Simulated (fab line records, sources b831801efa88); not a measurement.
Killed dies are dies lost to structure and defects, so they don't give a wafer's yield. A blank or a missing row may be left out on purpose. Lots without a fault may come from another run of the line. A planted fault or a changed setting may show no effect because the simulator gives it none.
A struck lot beside a sound one | flow sky130 | 17 steps out of a route of 708
Sound: wafers L778.1, L778.2, L778.3. Struck: wafers L790.3, L790.4, L790.6. The cause comes at the end.
At each step with rows: each side's tool, then ch and its chambers, then its first start. Under that, the readings that differ: sound wafers | struck wafers | difference of the means | sigmas: that difference in standard deviations of wafers without a fault.
alike: readings whose means differ by less than 2 such deviations, and words and numbers that are the same on both sides. not compared: withheld readings, readings that some wafer has no value for, bounds like >300 that may hide the same value, and numbers for which the record gives no deviation and whose values overlap.
The two part at a step that has a row with sigmas, a row that says differs or no value, or rows on one side only. Numbers that don't overlap but have no deviation are shown without sigmas and don't part them. A reading that every wafer of one side lacks parts them only if that side has two wafers or more.

first, 2 steps without rows for these wafers: SKY_LOCAL_INTERCONNECT_PEB_09; SKY_LOCAL_INTERCONNECT_DEVELOP_10 (develop time 60 s).
SKY_LOCAL_INTERCONNECT_CD_MEAS_11: target cd 170 nm.
  sound on cd_sem-01, day 30 23:48; struck on cd_sem-02, day 34 22:01
  alike: cd_nm
SKY_LOCAL_INTERCONNECT_OVL_MEAS_12:
  sound on overlay-01, day 30 23:55; struck on overlay-02, day 34 22:06
  alike: LOCAL_INTERCONNECT_OVL
SKY_LOCAL_INTERCONNECT_ETCH_13: etches BARC in N2/H2, stops on SiO2, time 45.9 s, target depth 60 nm.
  sound on rie_metal-03 ch 0,1, day 30 23:57; struck on rie_metal-03 ch 0,1, day 34 22:08
  reading               | sound             | struck            | difference | sigmas
  oes_product_au (a.u.) | 0.860 0.858 0.858 | 0.850 0.844 0.847 | -0.012     | -2
  alike: drypump_motor_current_A, h2_flow_sccm, he_backside_leak_sccm, throttle_valve_pct
  not compared: rf_hours_counter_h
SKY_LOCAL_INTERCONNECT_METAL_ETCH_14: etches TiN in Cl2/BCl3, stops on PSG, target depth 110 nm, time 31.4 s.
  sound on rie_metal-03 ch 0,1, day 31 00:01; struck on rie_metal-03 ch 0,1, day 34 22:12
  alike: drypump_motor_current_A, he_backside_leak_sccm, oes_product_au, throttle_valve_pct
  not compared: rf_hours_counter_h
SKY_LOCAL_INTERCONNECT_STRIP_15: strips in O2/N2.
  sound on plasma_asher-04 ch 0,1, day 31 00:04; struck on plasma_asher-01 ch 0,1, day 34 22:16
  alike: drypump_motor_current_A, oes_product_au, strip_time_to_endpoint_s
  not compared: rf_hours_counter_h
then, 3 steps without rows for these wafers: SKY_LOCAL_INTERCONNECT_STRIP_16 (strips in post etch residue remover, time 1200 s); SKY_LOCAL_INTERCONNECT_CLEAN_17 (cleans in IPA, time 180 s); SKY_LOCAL_INTERCONNECT_CLEAN_18 (cleans in O3/DIW).
SKY_CONTACT_CVD_00: deposits Si3N4, target thk 75 nm.
  sound on pecvd-03 ch 0,1,2, day 31 00:43; struck on pecvd-01 ch 0,2, day 34 22:55
  alike: heater_power_w
SKY_CONTACT_THK_MEAS_01:
  sound on film_metro-04, day 31 00:45; struck on film_metro-04, day 34 22:58
  alike: CONTACT_CVD_00_THK
SKY_CONTACT_HDPCVD_02: deposits SiO2, target thk 565 nm, time 94.2 s.
  sound on hdpcvd-01 ch 0,1,2, day 31 00:49; struck on hdpcvd-02 ch 1,2, day 34 23:00
  reading                                     | sound             | struck            | difference | sigmas
  sih4_flow_sccm (sccm)                       | 60.06 59.71 59.97 | 72.03 72.06 72.18 | +12.18     | +72
  model.SiO2_of_CONTACT_HDPCVD_02.thk_nm (nm) | 565.8 574.2 569.7 | 683.5 683.6 679.6 | +112.3     |
SKY_CONTACT_THK_MEAS_03:
  sound on film_metro-01, day 31 00:53; struck on film_metro-01, day 34 23:05
  reading                 | sound       | struck      | difference | sigmas
  CONTACT_HDPCVD_THK (nm) | 566 575 570 | 684 683 679 | +112       | +17
SKY_CONTACT_CMP_04: polishes SiO2.
  sound on cmp-02 ch 0,2,3, day 31 00:57; struck on cmp-02 ch 0,1,2, day 34 23:14
  reading                | sound    | struck      | difference | sigmas
  time_to_endpoint_s (s) | 89 84 86 | 133 135 129 | +46        | +12
  alike: motor_current_A, slurry_filter_dp_kPa
SKY_CONTACT_BOW_MEAS_05:
  sound on film_metro-04, day 31 01:15; struck on film_metro-01, day 34 23:28
  alike: CONTACT_BOW
-- the record jumps here: 14 days lie between the struck wafers' starts before and after (it left off in module CONTACT and takes up again in module PAD_OPEN, whose first step shown is number 708 of the route) --
SKY_PAD_OPEN_PROBE_99:
  the record has rows for the struck wafers here (prober-02, day 49 06:53) and none for the sound ones

WHERE THEY PART
First at SKY_LOCAL_INTERCONNECT_ETCH_13; last, within this record, at SKY_PAD_OPEN_PROBE_99.

WHY: what the simulator had put in
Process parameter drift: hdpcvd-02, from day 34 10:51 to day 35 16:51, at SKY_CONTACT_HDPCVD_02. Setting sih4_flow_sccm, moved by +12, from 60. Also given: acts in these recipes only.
